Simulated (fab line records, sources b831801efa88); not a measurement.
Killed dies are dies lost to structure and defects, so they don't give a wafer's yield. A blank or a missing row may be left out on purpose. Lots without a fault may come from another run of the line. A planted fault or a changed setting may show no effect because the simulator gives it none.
Which tool did it? | flow sfq_line | 14 lots, 42 wafers sampled, at 3 steps of a route of 325

WHAT THE GAUGES READ, wafer by wafer
The record holds no reading of a measuring or inspecting step that can be judged against a usual standard deviation.

WHICH TOOL RAN EACH LOT (tool, then ch and the chambers of the sampled wafers, then the start)
lot  | SFQ_TRILAYER_I6_CMP_CMP_166   | SFQ_TRILAYER_I6_METRO_MEASURE_167 | SFQ_TRILAYER_I6_VIA_ETCH_VIA_ETCH_172
L159 | cmp-01 ch 0,3, day 72 16:49   | film_metro-03, day 72 20:02       | rie_diel-04 ch 1,2,3, day 77 02:16
L160 | cmp-02 ch 0,1,2, day 72 17:47 | film_metro-01, day 72 20:24       | rie_diel-01 ch 1,2,3, day 77 03:28
L161 | cmp-01 ch 1,3, day 75 02:56   | film_metro-03, day 75 06:03       | rie_diel-04 ch 1,2, day 78 20:49
L162 | cmp-01 ch 0,2,3, day 75 06:26 | film_metro-01, day 75 09:03       | rie_diel-03 ch 2,3, day 78 23:13
L163 | cmp-02 ch 0,1,2, day 75 11:32 | film_metro-01, day 75 14:03       | rie_diel-01 ch 2,3, day 79 02:57
L164 | cmp-02 ch 0,1, day 75 13:32   | film_metro-01, day 75 17:03       | rie_diel-04 ch 0,1,2, day 79 06:33
L165 | cmp-01 ch 1,2,3, day 75 18:26 | film_metro-01, day 75 21:03       | rie_diel-03 ch 0,2,3, day 79 12:33
L166 | cmp-01 ch 2,3, day 76 00:26   | film_metro-03, day 76 03:03       | rie_diel-04 ch 0,2,3, day 79 18:27
L167 | cmp-01 ch 0,1,2, day 76 02:56 | film_metro-04, day 76 06:15       | rie_diel-03 ch 1,3, day 79 20:51
L170 | cmp-01 ch 0,1,3, day 76 16:59 | film_metro-01, day 76 19:18       | rie_diel-04 ch 0,1,3, day 80 08:55
L172 | cmp-02 ch 2,3, day 77 05:37   | film_metro-01, day 77 08:14       | rie_diel-04 ch 0,1, day 81 02:55
L173 | cmp-01 ch 1,2, day 77 06:59   | film_metro-03, day 77 10:30       | rie_diel-03 ch 0,1,2, day 81 06:31
L178 | cmp-02 ch 0,1,2, day 77 23:07 | film_metro-01, day 78 02:38       | rie_diel-01 ch 0,1,3, day 82 00:41
L180 | cmp-02 ch 1,2, day 78 02:37   | film_metro-01, day 78 05:26       | rie_diel-03 ch 0,2,3, day 82 05:29
- SFQ_TRILAYER_I6_CMP_CMP_166: polishes SiO2.
- SFQ_TRILAYER_I6_METRO_MEASURE_167
- SFQ_TRILAYER_I6_VIA_ETCH_VIA_ETCH_172: etches SiO2 in CHF3, stops on Nb, target depth 260 nm.

WHAT THE TOOLS THEMSELVES READ (means of the sampled wafers that have a number; where no wafer has one, the mark that the record gives instead)
SFQ_TRILAYER_I6_CMP_CMP_166. Usual: motor_current_A 9.8 A, standard deviation 0.99; time_to_endpoint_s 216 s, standard deviation 6.7.
lot  | tool   | motor_current_A (A) | time_to_endpoint_s (s) | flag
L159 | cmp-01 | 10.1                | 217                    |
L160 | cmp-02 | 10.1                | 210                    |
L161 | cmp-01 | 8.9                 | 208                    |
L162 | cmp-01 | 10.0                | 214                    |
L163 | cmp-02 | 10.5                | 226                    |
L164 | cmp-02 | 9.6                 | 226                    |
L165 | cmp-01 | 9.2                 | 217                    |
L166 | cmp-01 | 9.9                 | 213                    |
L167 | cmp-01 | 9.0                 | 213                    |
L170 | cmp-01 | 9.4                 | 240                    | OFF
L172 | cmp-02 | 10.8                | 210                    |
L173 | cmp-01 | 8.7                 | 256                    | OFF
L178 | cmp-02 | 10.2                | 216                    |
L180 | cmp-02 | 11.4                | 213                    |

SFQ_TRILAYER_I6_METRO_MEASURE_167. Usual: thk_nm 200.2 nm, standard deviation 1.
lot  | tool          | thk_nm (nm) | flag
L159 | film_metro-03 | 198.8       |
L160 | film_metro-01 | 199.6       |
L161 | film_metro-03 | 199.8       |
L162 | film_metro-01 | 200.2       |
L163 | film_metro-01 | 200.6       |
L164 | film_metro-01 | 200.9       |
L165 | film_metro-01 | 200.0       |
L166 | film_metro-03 | 201.1       |
L167 | film_metro-04 | 200.8       |
L170 | film_metro-01 | 233.5       | OFF
L172 | film_metro-01 | 200.1       |
L173 | film_metro-03 | 270.2       | OFF
L178 | film_metro-01 | 201.4       |
L180 | film_metro-01 | 200.5       |

SFQ_TRILAYER_I6_VIA_ETCH_VIA_ETCH_172. Usual: drypump_motor_current_A 5.7 A, standard deviation 0.61; oes_product_au 0.855 a.u., standard deviation 0.0051.
lot  | tool        | drypump_motor_current_A (A) | oes_product_au (a.u.) | flag
L159 | rie_diel-04 | 5.4                         | 0.852                 |
L160 | rie_diel-01 | 5.6                         | 0.854                 |
L161 | rie_diel-04 | 5.0                         | 0.859                 |
L162 | rie_diel-03 | 6.2                         | 0.856                 |
L163 | rie_diel-01 | 6.0                         | 0.853                 |
L164 | rie_diel-04 | 5.1                         | 0.858                 |
L165 | rie_diel-03 | 6.1                         | 0.856                 |
L166 | rie_diel-04 | 5.4                         | 0.854                 |
L167 | rie_diel-03 | 6.5                         | 0.860                 |
L170 | rie_diel-04 | 5.3                         | 0.903                 | OFF
L172 | rie_diel-04 | 5.0                         | 0.858                 |
L173 | rie_diel-03 | 6.4                         | 0.949                 | OFF
L178 | rie_diel-01 | 5.5                         | 0.856                 |
L180 | rie_diel-03 | 6.1                         | 0.853                 |

THE ANSWER, worked out from the rows above alone
Rule: a lot is off if the mean of its wafers that have a number lies more than 3 standard deviations from the usual mean. A lot without any number at a reading at which 4 lots or more have one is off too. The other lots that the step has rows for count as sound. The gauges are gone through in route order, then the tools' own readings, and for those a lot's mean is taken as printed above. The first step at which some lot is off is used, and at that step the reading that is off furthest; a lot without a number counts as furthest.
Off: L170, L173, at SFQ_TRILAYER_I6_CMP_CMP_166 (time_to_endpoint_s).
A tool fits if, at that step or a process step before it, it ran every lot that is off, and no sound lot after the first of them. One fits: cmp-01 at SFQ_TRILAYER_I6_CMP_CMP_166. Its last sound lot is L167 (day 76 02:56), its first lot that is off L170 (day 76 16:59): a fault that began between those two fits.
The tool's own readings at SFQ_TRILAYER_I6_CMP_CMP_166 bear it out: on the lots that are off they differ by more than 5 times the standard deviation of the sound lots' means. time_to_endpoint_s reads 248 s there against 215 s on the sound lots.

WHAT THE SIMULATOR HAD PUT IN
Process parameter drift: cmp-01, from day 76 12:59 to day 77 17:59, at SFQ_TRILAYER_I6_CMP_CMP_166. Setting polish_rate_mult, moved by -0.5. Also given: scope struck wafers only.
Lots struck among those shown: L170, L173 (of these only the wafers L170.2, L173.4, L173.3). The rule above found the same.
